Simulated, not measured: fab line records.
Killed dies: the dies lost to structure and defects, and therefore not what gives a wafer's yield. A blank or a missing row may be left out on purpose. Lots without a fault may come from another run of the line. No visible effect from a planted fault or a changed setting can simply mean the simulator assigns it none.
Which tool was responsible? -- flow sky130 -- 7 lots (21 wafers sampled), 1 step of a 708-step route

## WHAT THE GAUGES SHOWED, per wafer
SKY_NWELL_TW_MEAS_15.
lot,measured,on,NWELL_TW
L133,day 4 19:49,filmMetro-04,1802 1806 1817
L139,day 6 15:10,filmMetro-02,1811 1818 1826
L141,day 7 11:04,filmMetro-02,1820 1821 1812
L148,day 8 22:12,filmMetro-02,1818 1814 1813
L149,day 9 08:31,filmMetro-02,1837 1836 1832
L152,day 9 14:23,filmMetro-04,1807 1810 1809
L153,day 9 22:37,filmMetro-02,1832 1821 1831

## WHAT TOOL EACH LOT RAN ON (gives the tool, then ch and the chambers of the sampled wafers, and finally the start)
There is no process step in the record ahead of these readings.

## THE ANSWER, worked out from the rows above alone
Rule: usual is defined by the lots themselves. The widest of any qualifying gaps counts: lots, ordered by their means at a reading, are off when they make up no more than a third of the lots, leave a main group of 4 or more, and stand apart from it by 3 or more times the standard deviation of that group's means. A main group whose means are all the same, to the digits that the tables above print for the reading, isn't used. A lot without any number at a reading at which 4 lots or more have one is off too. All remaining lots with rows at the step are treated as sound.
Across all readings shown, no lot is off: no conclusion can be drawn from this.

## WHAT THE SIMULATOR PUT IN
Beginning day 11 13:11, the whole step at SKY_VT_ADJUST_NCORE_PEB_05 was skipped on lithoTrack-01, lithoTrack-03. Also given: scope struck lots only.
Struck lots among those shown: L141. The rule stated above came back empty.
